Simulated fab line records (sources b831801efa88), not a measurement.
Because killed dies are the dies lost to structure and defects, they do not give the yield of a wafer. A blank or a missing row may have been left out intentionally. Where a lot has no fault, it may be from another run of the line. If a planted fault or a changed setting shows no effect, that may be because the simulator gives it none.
Which tool is to blame? :: flow gf180mcu :: 11 lots with 33 wafers sampled at 5 steps, on a route of 602 steps

WHAT THE GAUGES SHOWED, per wafer
GF_V4_RS_MEAS_24: measurement is done with a four-point probe.
lot: L946
measured: day 25 02:28
on: film-metro-01
V4_W_RS (ohm/sq): 0.328 0.327 0.326

lot: L947
measured: day 25 03:11
on: film-metro-01
V4_W_RS (ohm/sq): 0.321 0.322 0.317

lot: L949
measured: day 25 08:49
on: film-metro-03
V4_W_RS (ohm/sq): 0.319 0.327 0.320

lot: L950
measured: day 25 10:56
on: film-metro-01
V4_W_RS (ohm/sq): 0.324 0.318 0.320

lot: L952
measured: day 26 03:29
on: film-metro-02
V4_W_RS (ohm/sq): 0.317 0.317 0.329

lot: L954
measured: day 26 21:04
on: film-metro-03
V4_W_RS (ohm/sq): 0.323 0.326 0.324

lot: L959
measured: day 28 05:35
on: film-metro-03
V4_W_RS (ohm/sq): 0.318 0.322 0.326

lot: L964
measured: day 30 00:40
on: film-metro-03
V4_W_RS (ohm/sq): 0.329 0.329 0.324

lot: L965
measured: day 30 11:02
on: film-metro-02
V4_W_RS (ohm/sq): 0.323 0.322 0.329

lot: L967
measured: day 31 00:37
on: film-metro-03
V4_W_RS (ohm/sq): 0.328 0.334 0.331

lot: L968
measured: day 31 03:26
on: film-metro-01
V4_W_RS (ohm/sq): 0.328 0.325 0.324

GF_TOP_METAL_THK_MEAS_06: measures by xrf.
lot: L946
measured: day 28 01:26
on: film-metro-04
TOP_METAL_ALCU_THK (nm): 919 904 898

lot: L947
measured: day 28 03:03
on: film-metro-03
TOP_METAL_ALCU_THK (nm): 914 902 914

lot: L949
measured: day 28 08:23
on: film-metro-02
TOP_METAL_ALCU_THK (nm): 871 887 883

lot: L950
measured: day 28 09:04
on: film-metro-04
TOP_METAL_ALCU_THK (nm): 924 921 902

lot: L952
measured: day 29 00:51
on: film-metro-04
TOP_METAL_ALCU_THK (nm): 889 898 875

lot: L954
measured: day 29 18:14
on: film-metro-02
TOP_METAL_ALCU_THK (nm): 915 895 914

lot: L959
measured: day 30 20:46
on: film-metro-04
TOP_METAL_ALCU_THK (nm): 906 880 907

lot: L964
measured: day 32 09:37
on: film-metro-02
TOP_METAL_ALCU_THK (nm): 926 928 912

lot: L965
measured: day 32 17:36
on: film-metro-04
TOP_METAL_ALCU_THK (nm): 902 908 898

lot: L967
measured: day 33 05:50
on: film-metro-02
TOP_METAL_ALCU_THK (nm): 891 902 906

lot: L968
measured: day 33 07:10
on: film-metro-03
TOP_METAL_ALCU_THK (nm): 908 903 913

GF_PASSIVATION_THK_MEAS_01.
lot: L946
measured: day 28 23:26
on: film-metro-03
PASSIVATION_CVD_00_THK (nm): 991 996 1004

lot: L947
measured: day 29 01:15
on: film-metro-01
PASSIVATION_CVD_00_THK (nm): 963 988 983

lot: L949
measured: day 29 06:56
on: film-metro-02
PASSIVATION_CVD_00_THK (nm): 995 1005 1010

lot: L950
measured: day 29 07:22
on: film-metro-01
PASSIVATION_CVD_00_THK (nm): 988 1001 1004

lot: L952
measured: day 29 22:44
on: film-metro-02
PASSIVATION_CVD_00_THK (nm): 987 1008 1029

lot: L954
measured: day 30 13:26
on: film-metro-01
PASSIVATION_CVD_00_THK (nm): 989 998 1009

lot: L959
measured: day 31 14:41
on: film-metro-02
PASSIVATION_CVD_00_THK (nm): 1026 1012 1238

lot: L964
measured: day 33 02:17
on: film-metro-03
PASSIVATION_CVD_00_THK (nm): 991 996 1013

lot: L965
measured: day 33 09:52
on: film-metro-01
PASSIVATION_CVD_00_THK (nm): 985 999 988

lot: L967
measured: day 33 21:51
on: film-metro-01
PASSIVATION_CVD_00_THK (nm): 988 1019 1015

lot: L968
measured: day 33 23:11
on: film-metro-02
PASSIVATION_CVD_00_THK (nm): 1009 1006 1014

WHAT TOOL EACH LOT RAN ON (gives the tool, then ch and the chambers of the sampled wafers, and finally the start)
lot: L946
GF_TOP_METAL_SPUTTER_01: pvd-sputter-03, day 28 01:11
GF_PASSIVATION_CVD_00: pecvd-03 ch 0,2, day 28 23:22

lot: L947
GF_TOP_METAL_SPUTTER_01: pvd-sputter-02, day 28 02:48
GF_PASSIVATION_CVD_00: pecvd-03 ch 0,1, day 29 01:10

lot: L949
GF_TOP_METAL_SPUTTER_01: pvd-sputter-03, day 28 08:09
GF_PASSIVATION_CVD_00: pecvd-04 ch 1,2, day 29 06:50

lot: L950
GF_TOP_METAL_SPUTTER_01: pvd-sputter-02, day 28 08:48
GF_PASSIVATION_CVD_00: pecvd-02 ch 0,1, day 29 07:16

lot: L952
GF_TOP_METAL_SPUTTER_01: pvd-sputter-03, day 29 00:37
GF_PASSIVATION_CVD_00: pecvd-04 ch 0,1, day 29 22:40

lot: L954
GF_TOP_METAL_SPUTTER_01: pvd-sputter-02, day 29 17:59
GF_PASSIVATION_CVD_00: pecvd-04 ch 1,2, day 30 13:22

lot: L959
GF_TOP_METAL_SPUTTER_01: pvd-sputter-04, day 30 20:29
GF_PASSIVATION_CVD_00: pecvd-04 ch 0,2, day 31 14:35

lot: L964
GF_TOP_METAL_SPUTTER_01: pvd-sputter-02, day 32 09:22
GF_PASSIVATION_CVD_00: pecvd-03 ch 1,2, day 33 02:12

lot: L965
GF_TOP_METAL_SPUTTER_01: pvd-sputter-03, day 32 17:22
GF_PASSIVATION_CVD_00: pecvd-02 ch 0,1,2, day 33 09:47

lot: L967
GF_TOP_METAL_SPUTTER_01: pvd-sputter-03, day 33 05:34
GF_PASSIVATION_CVD_00: pecvd-03 ch 0,1,2, day 33 21:45

lot: L968
GF_TOP_METAL_SPUTTER_01: pvd-sputter-02, day 33 06:55
GF_PASSIVATION_CVD_00: pecvd-02 ch 0,1, day 33 23:05
- GF_TOP_METAL_SPUTTER_01: material TiN, target thk 30 nm, time 25 s.
- GF_PASSIVATION_CVD_00: deposits SiO2 from TEOS, target thk 1000 nm, time 111.95 s.

WHAT THE TOOLS THEMSELVES READ (means of the sampled wafers that have a number; where no wafer has one, the mark that the record gives instead)
GF_TOP_METAL_SPUTTER_01.
lot: L946
tool: pvd-sputter-03
throttle-valve-pct (%): 31.2

lot: L947
tool: pvd-sputter-02
throttle-valve-pct (%): 29.8

lot: L949
tool: pvd-sputter-03
throttle-valve-pct (%): 30.8

lot: L950
tool: pvd-sputter-02
throttle-valve-pct (%): 30.0

lot: L952
tool: pvd-sputter-03
throttle-valve-pct (%): 31.4

lot: L954
tool: pvd-sputter-02
throttle-valve-pct (%): 29.7

lot: L959
tool: pvd-sputter-04
throttle-valve-pct (%): 31.2

lot: L964
tool: pvd-sputter-02
throttle-valve-pct (%): 30.0

lot: L965
tool: pvd-sputter-03
throttle-valve-pct (%): 29.8

lot: L967
tool: pvd-sputter-03
throttle-valve-pct (%): 31.6

lot: L968
tool: pvd-sputter-02
throttle-valve-pct (%): 29.3

GF_PASSIVATION_CVD_00.
lot: L946
tool: pecvd-03
heater-power-w (W): 660
rf-fwd-power-W (W): 596.5
run-length-s (s): 140.4

lot: L947
tool: pecvd-03
heater-power-w (W): 527
rf-fwd-power-W (W): 597.5
run-length-s (s): 140.8

lot: L949
tool: pecvd-04
heater-power-w (W): 629
rf-fwd-power-W (W): 594.2
run-length-s (s): 139.2

lot: L950
tool: pecvd-02
heater-power-w (W): 682
rf-fwd-power-W (W): 598.5
run-length-s (s): 140.3

lot: L952
tool: pecvd-04
heater-power-w (W): 526
rf-fwd-power-W (W): 595.6
run-length-s (s): 139.5

lot: L954
tool: pecvd-04
heater-power-w (W): 685
rf-fwd-power-W (W): 598.0
run-length-s (s): 138.9

lot: L959
tool: pecvd-04
heater-power-w (W): 597
rf-fwd-power-W (W): 593.6
run-length-s (s): 147.5

lot: L964
tool: pecvd-03
heater-power-w (W): 753
rf-fwd-power-W (W): 600.6
run-length-s (s): 140.7

lot: L965
tool: pecvd-02
heater-power-w (W): 720
rf-fwd-power-W (W): 599.2
run-length-s (s): 140.1

lot: L967
tool: pecvd-03
heater-power-w (W): 637
rf-fwd-power-W (W): 597.9
run-length-s (s): 140.6

lot: L968
tool: pecvd-02
heater-power-w (W): 634
rf-fwd-power-W (W): 597.0
run-length-s (s): 140.2

THE ANSWER, worked out from the rows above alone
Rule: what is usual is taken from the lots themselves. Put in order of their means at a reading, lots are off if they are a third of the lots or fewer, leave a main group of 4 or more, and stand apart from it by a gap of 3 or more times the standard deviation of the main group's means; of several such gaps the widest counts. A main group is skipped when, at the precision printed for the reading in the tables above, its means are all equal. A lot without any number at a reading at which 4 lots or more have one is off too. Where the step has rows for the other lots, those lots are counted as sound. First the gauges in route order, then the tools' own readings, where a lot's mean is used as printed above. At the first step where some lot is off, the reading lying furthest off is the one used; lots without a number count as furthest.
Off: L959, at GF_PASSIVATION_THK_MEAS_01 (PASSIVATION_CVD_00_THK). The main group has a mean of 999 nm with a standard deviation of 8.9.
A tool fits if, at a process step before that reading, it ran every lot that is off, and no sound lot after the first of them. Not tried: the gauges at GF_PASSIVATION_THK_MEAS_01; whatever is off there is also off at GF_PASSIVATION_CVD_00, on other tools, and gauge error can't account for it. Can't be told from this: 2 tools fit, pvd-sputter-04 at GF_TOP_METAL_SPUTTER_01, pecvd-04 at GF_PASSIVATION_CVD_00.

WHAT THE SIMULATOR PUT IN
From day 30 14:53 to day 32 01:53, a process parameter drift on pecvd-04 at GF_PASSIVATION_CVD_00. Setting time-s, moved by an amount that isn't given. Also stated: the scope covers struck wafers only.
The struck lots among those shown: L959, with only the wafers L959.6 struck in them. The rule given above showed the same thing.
